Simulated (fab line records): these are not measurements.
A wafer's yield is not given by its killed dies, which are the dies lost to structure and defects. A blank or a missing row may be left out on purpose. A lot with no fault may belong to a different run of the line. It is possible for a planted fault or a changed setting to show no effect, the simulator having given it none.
8D (eight disciplines) problem report, filled in by code | flow sky130 | the parts of the form that need people (team, actions taken, sign-off) are left out

## 1. THE PROBLEM
runLengthS at SKY_POLY_GATE_ETCH_17 reads a mean of 107.7 s on 3 wafers of 2 lots; wafers without a fault read 98.8 s with a standard deviation of 0.35. That puts it +26 standard deviations away from the usual mean.
The step: etches poly-Si in HBr/Cl2, stops on SiO2, target depth 180 nm, time 70.5 s.
The first sign was on wafer L398.1 at day 17 00:37, on rieSi-01. Wafers with a number at this step in the record: 30, from 10 lots. Rule for "out", or "out of limits": more than 4 standard deviations from the usual mean. The rest of the wafers with a number are treated as sound.

## 2. WHAT IT IS; WHAT IT IS NOT
question                    | is                       | is not
which readings at this step | runLengthS, oesProductAu | chamberPressureMTorr, drypumpMotorCurrentA
which lots                  | L398, L399               | L408, L410, L412, L413, L414, L415, L416, L418
which wafers of those lots  | L398.1, L399.4, L399.6   | L398.5, L398.6, L399.2
read on which tools         | rieSi-01                 | rieSi-02
when                        | from day 17 00:37        | up to then (2 sound wafers); but 25 sound wafers of L399, L408, L410, L412, L413, L414, L415, L416, L418 came after

## 3. SUSPECTS, AND WHAT RULES EACH OUT
Counting: any tool at a process step up to the reading remains a suspect provided it ran every lot that is out. Sound lots after the first of them don't rule it out here, since some wafers of a struck lot are sound.
- rieSi-01 at SKY_POLY_GATE_ETCH_17 (etches poly-Si in HBr/Cl2, stops on SiO2, target depth 180 nm, time 70.5 s): kept. It ran every lot that is out, first L398 (day 17 00:37). Out on those wafers are its own readings of oesProductAu, runLengthS.
- In rieSi-01 at SKY_POLY_GATE_ETCH_17, the wafers that are out were processed in chamber 0 and their sound lot-mates in chambers 1, 2.
Left after counting: rieSi-01 at SKY_POLY_GATE_ETCH_17.

## 4. THE CAUSE (what the simulator had put in)
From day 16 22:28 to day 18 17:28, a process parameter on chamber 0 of rieSi-01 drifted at SKY_POLY_GATE_ETCH_17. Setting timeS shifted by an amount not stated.
After counting, this tool was the only one left.

## 5. THE CHAIN OF EFFECTS, in route order
Each row: a reading whose mean over the struck wafers that have a number lies more than 3 standard deviations from the usual. Only readings whose record carries a usual standard deviation are examined. hours: median over the lots of the time between each lot's start at the first step of this table that gives one and its start at this step. sigmas: the change, counted in usual standard deviations.
hours | step                  | reading      | usual      | on struck wafers | change | sigmas
0     | SKY_POLY_GATE_ETCH_17 | oesProductAu | 0.988 a.u. | 0.921            | -0.067 | -10
0     | SKY_POLY_GATE_ETCH_17 | runLengthS   | 98.8 s     | 107.7            | +8.9   | +26
Here are the process steps it includes:
- SKY_POLY_GATE_ETCH_17: etches poly-Si in HBr/Cl2, stops on SiO2, target depth 180 nm, time 70.5 s.

## 6. WHAT WOULD HAVE CAUGHT IT SOONER
First out-of-limits reading in this record: day 17 00:37, which is 2 hours after fault onset at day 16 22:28.
